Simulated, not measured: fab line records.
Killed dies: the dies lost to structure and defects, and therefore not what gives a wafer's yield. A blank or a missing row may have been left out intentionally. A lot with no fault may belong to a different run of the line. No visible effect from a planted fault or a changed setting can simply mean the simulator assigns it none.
Problem report, 8D (eight disciplines) form, completed by code + flow sky130 + the parts of the form that need people (team, actions taken, sign-off) are left out

== 1. THE PROBLEM ==
Wafers without a fault read 0.866 a.u., standard deviation 0.0068; oes_product_au at SKY_METAL4_METAL_ETCH_18 reads a mean of 0.792 a.u. on 2 wafers belonging to 2 lots. Relative to the usual mean, that is a shift of -11 standard deviations.
The step: etches the open film in Cl2/BCl3, stops on SiO2, target depth 845 nm, time 183.1 s.
First seen on wafer L372.4, day 43 01:06, on rie_metal-01. At this step, 30 wafers from 10 lots have a number in the record. The rule behind "out" and "out of limits": a value lying over 4 standard deviations away from the usual mean. Any other wafer with a number is counted as sound.

== 2. WHAT IT IS; WHAT IT IS NOT ==
| question                    | is                | is not                                                                                                        |
|-----------------------------|-------------------|---------------------------------------------------------------------------------------------------------------|
| which readings at this step | oes_product_au    | drypump_motor_current_A, mfc_cl2_sccm, throttle_valve_pct                                                     |
| which lots                  | L372, L376        | L368, L381, L383, L385, L388, L389, L390, L391                                                                |
| which wafers of those lots  | L372.4, L376.4    | L372.2, L372.5, L376.1, L376.5                                                                                |
| read on which tools         | rie_metal-01      | rie_metal-02, rie_metal-04                                                                                    |
| when                        | from day 43 01:06 | up to then (5 sound wafers); but 23 sound wafers of L376, L381, L383, L385, L388, L389, L390, L391 came after |

== 3. WHAT RULES OUT EACH SUSPECT ==
Counting: any tool at a process step up to the reading remains a suspect provided it ran every lot that is out. Sound lots after the first of them don't rule it out here, since some wafers of a struck lot are sound.
- rie_metal-01 at SKY_METAL4_METAL_ETCH_18 (etches the open film in Cl2/BCl3, stops on SiO2, target depth 845 nm, time 183.1 s): kept. It processed each lot that is out (first: L372, day 43 01:06); up to then, its last sound lot is L368 (day 41 10:14). On those wafers its own readings are out: oes_product_au.
- Within rie_metal-01 at SKY_METAL4_METAL_ETCH_18, the wafers that are out were processed in chamber 1 and their sound lot-mates in chamber 0.
The count leaves rie_metal-01 at SKY_METAL4_METAL_ETCH_18.

== 4. THE CAUSE (what the simulator had put in) ==
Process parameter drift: rie_metal-01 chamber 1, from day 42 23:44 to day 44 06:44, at SKY_METAL4_METAL_ETCH_18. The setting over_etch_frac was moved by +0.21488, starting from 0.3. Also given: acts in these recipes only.
The count eliminated every tool but this one.

== 5. THE CHAIN OF EFFECTS, in route order ==
Rows list readings where the struck wafers' mean (over those with a number) sits beyond 3 standard deviations from the usual. Scope: only readings with a usual standard deviation given in the record; hours: median across lots of the time from each lot's start at the first step in this table that gives one to its start at this step; sigmas: change in usual standard deviations.
| hours | step                     | reading                  | usual      | on struck wafers | change | sigmas |
|-------|--------------------------|--------------------------|------------|------------------|--------|--------|
| 0     | SKY_METAL4_METAL_ETCH_18 | oes_product_au           | 0.866 a.u. | 0.792            | -0.074 | -11    |
| 0     | SKY_METAL4_STRIP_19      | oes_product_au           | 0.504 a.u. | 0.472            | -0.032 | -5.7   |
| 0     | SKY_METAL4_STRIP_19      | strip_time_to_endpoint_s | 6.58 s     | 5.76             | -0.82  | -12    |
Here are the process steps it includes:
- SKY_METAL4_METAL_ETCH_18: etches the open film in Cl2/BCl3, stops on SiO2, target depth 845 nm, time 183.1 s.
- SKY_METAL4_STRIP_19: strips in O2/N2.

== 6. WHAT WOULD HAVE CAUGHT IT SOONER ==
In this record the first reading out of limits was taken at day 43 01:06, 1 hour after the fault began at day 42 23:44.
